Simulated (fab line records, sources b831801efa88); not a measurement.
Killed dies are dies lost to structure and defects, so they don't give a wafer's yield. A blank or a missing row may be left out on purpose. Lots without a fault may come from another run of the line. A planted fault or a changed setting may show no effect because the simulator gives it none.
A struck lot beside a sound one | flow sky130 | 43 steps out of a route of 708
Sound: wafers L116.2, L116.3, L116.6. Struck: wafer L126.5. (L126.2, L126.4 of the same lot were not struck and are left out.) The cause comes at the end.
At each step with rows: each side's tool, then ch and its chambers, then its first start. Under that, the readings that differ: sound wafers | struck wafers | difference of the means | sigmas: that difference in standard deviations of wafers without a fault.
alike: readings whose means differ by less than 2 such deviations, and words and numbers that are the same on both sides. not compared: withheld readings, readings that some wafer has no value for, bounds like >300 that may hide the same value, and numbers for which the record gives no deviation and whose values overlap.
The two part at a step that has a row with sigmas, a row that says differs or no value, or rows on one side only. Numbers that don't overlap but have no deviation are shown without sigmas and don't part them. A reading that every wafer of one side lacks parts them only if that side has two wafers or more.

SKY_FIELD_ISO_ETCH_15: etches the open film in CHF3/O2, stops on Si, target depth 180 nm, time 72 s.
  sound on rie_diel-01 ch 0,3, day 2 05:01; struck on rie_diel-04 ch 1, day 4 07:24
  alike: O2_flow_sccm, drypump_motor_current_A, oes_product_au, throttle_valve_pct
  not compared: rf_hours_counter_h
SKY_FIELD_ISO_STRIP_16: strips in O2/N2.
  sound on plasma_asher-01 ch 0,1, day 2 05:05; struck on plasma_asher-01 ch 1, day 4 07:28
  reading                      | sound             | struck | difference | sigmas
  strip_time_to_endpoint_s (s) | 3.526 3.504 3.523 | 3.582  | +0.064     | +2
  alike: drypump_motor_current_A, o2_flow_sccm, oes_product_au
  not compared: rf_hours_counter_h
SKY_FIELD_ISO_ETCH_17: etches Si in HBr/Cl2/O2, target depth 342 nm, time 97.7 s.
  sound on rie_si-02 ch 0,2,3, day 2 05:11; struck on rie_si-01 ch 0, day 4 07:34
  alike: O2_flow_sccm, drypump_motor_current_A, oes_product_au, throttle_valve_pct
  not compared: rf_hours_counter_h
then, 5 steps without rows for these wafers: SKY_FIELD_ISO_WET_ETCH_18 (etches Si3N4 in H3PO4, target depth 25 nm, time 286 s); SKY_FIELD_ISO_CLEAN_19 (cleans in SC1/SC2, time 150 s); SKY_FIELD_ISO_CLEAN_20 (cleans in dHF, time 20 s); SKY_FIELD_ISO_WET_ETCH_21 (etches SiO2 in dHF, target depth 20 nm, time 400 s); SKY_FIELD_ISO_OXIDATION_22 (stabilise 600 s, purge 300 s, target thk 10 nm).
SKY_FIELD_ISO_THK_MEAS_23:
  sound on film_metro-04, day 2 07:03; struck on film_metro-03, day 4 10:44
  reading                         | sound             | struck | difference | sigmas
  FIELD_ISO_OXIDATION_01_THK (nm) | 10.31 10.08 10.19 | 9.76   | -0.43      | -2
then, 1 step without rows for these wafers: SKY_FIELD_ISO_CVD_24 (deposits SiO2, target thk 595 nm, time 99.2 s).
SKY_FIELD_ISO_THK_MEAS_25:
  sound on film_metro-04, day 2 07:11; struck on film_metro-03, day 4 10:52
  reading                   | sound       | struck | difference | sigmas
  FIELD_ISO_CVD_24_THK (nm) | 595 586 585 | 600    | +11        | +2
then, 1 step without rows for these wafers: SKY_FIELD_ISO_ANNEAL_26 (time 1800 s).
SKY_FIELD_ISO_CMP_27: polishes, stops on Si3N4, t overpolish 16 s, target thk 457.8 nm.
  sound on cmp-01 ch 1,2,3, day 2 08:50; struck on cmp-02 ch 0, day 4 14:03
  alike: head_pressure_psi, motor_current_A, overpolish_run_s, retaining_ring_pressure_frac, time_to_endpoint_s
then, 5 steps without rows for these wafers: SKY_FIELD_ISO_WET_ETCH_28 (etches SiO2 in dHF, target depth 23.7 nm, time 47 s); SKY_FIELD_ISO_WET_ETCH_29 (etches Si3N4 in H3PO4, target depth 160 nm, time 1825 s); SKY_FIELD_ISO_WET_ETCH_30 (etches SiO2 in dHF, target depth 25 nm, time 50 s); SKY_NWELL_CLEAN_00 (cleans in SC1/SC2, time 150 s); SKY_NWELL_OXIDATION_01 (stabilise 600 s, purge 300 s, target thk 10 nm).
SKY_NWELL_THK_MEAS_02:
  sound on film_metro-01, day 2 11:06; struck on film_metro-01, day 4 16:39
  alike: NWELL_OXIDATION_THK
then, 8 steps without rows for these wafers: SKY_DNWELL_DEHYDRATE_00 (time 60 s); SKY_DNWELL_HMDS_01 (prime time 60 s); SKY_DNWELL_COAT_02 (resist thk 3000 nm); SKY_DNWELL_SOFTBAKE_03; SKY_DNWELL_EXPOSE_04 (exposes mask DNM, target cd 3000 nm); SKY_DNWELL_PEB_05; SKY_DNWELL_DEVELOP_06 (develop time 60 s); SKY_DNWELL_IMPLANT_07.
SKY_DNWELL_STRIP_08: strips in O2/N2.
  sound on plasma_asher-04 ch 0,1, day 3 02:25; struck on plasma_asher-02 ch 1, day 5 10:25
  alike: drypump_motor_current_A, o2_flow_sccm, oes_product_au, strip_time_to_endpoint_s
  not compared: rf_hours_counter_h
SKY_DNWELL_TW_MEAS_09:
  sound on film_metro-01, day 3 02:31; struck on film_metro-04, day 5 10:32
  reading   | sound          | struck | difference | sigmas
  DNWELL_TW | 1083 1086 1079 | 1125   | +42        | +3
then, 7 steps without rows for these wafers: SKY_PWDE_DEHYDRATE_00 (time 60 s); SKY_PWDE_HMDS_01 (prime time 60 s); SKY_PWDE_COAT_02 (resist thk 3000 nm); SKY_PWDE_SOFTBAKE_03; SKY_PWDE_EXPOSE_04 (exposes mask PWDEM, target cd 840 nm); SKY_PWDE_PEB_05; SKY_PWDE_DEVELOP_06 (develop time 60 s).
SKY_PWDE_OVL_MEAS_07:
  sound on overlay-01, day 3 18:57; struck on overlay-01, day 6 03:31
  alike: PWDE_OVL
then, 1 step without rows for these wafers: SKY_PWDE_IMPLANT_08.
SKY_PWDE_STRIP_09: strips in O2/N2.
  sound on plasma_asher-03 ch 0,1, day 3 19:08; struck on plasma_asher-02 ch 1, day 6 03:42
  alike: drypump_motor_current_A, o2_flow_sccm, oes_product_au, strip_time_to_endpoint_s
  not compared: rf_hours_counter_h
SKY_PWDE_TW_MEAS_10:
  sound on film_metro-03, day 3 19:14; struck on film_metro-03, day 6 03:49
  alike: PWDE_TW
then, 2 steps without rows for these wafers: SKY_NWELL_DEHYDRATE_03 (time 60 s); SKY_NWELL_HMDS_04 (prime time 60 s).
-- the record jumps here: 42 days lie between the struck wafers' starts before and after (it left off in module NWELL and takes up again in module PAD_OPEN, whose first step shown is number 708 of the route) --
SKY_PAD_OPEN_PROBE_99:
  sound on prober-02, day 45 10:10; struck on prober-02, day 48 07:25
  reading             | sound    | struck                   | difference                   | sigmas
  hold                | - - -    | await_dispo/2.2h/release | no value on the sound wafers |
  killed_at_contacts  | 22 22 30 | 14                       | -11                          | -2
  killed_at_front_end | 13 16 15 | 257                      | +242                         | +55
  killed_dies         | 77 90 87 | 310                      | +225                         | +25
  killed_on_rim       | 15 17 17 | 51                       | +35                          | +9
  alike: killed_at_M0_to_M3, killed_at_M4_up, killed_at_other, killed_open, killed_short

WHERE THEY PART
First at SKY_FIELD_ISO_STRIP_16; last, within this record, at SKY_PAD_OPEN_PROBE_99.

WHY: what the simulator had put in
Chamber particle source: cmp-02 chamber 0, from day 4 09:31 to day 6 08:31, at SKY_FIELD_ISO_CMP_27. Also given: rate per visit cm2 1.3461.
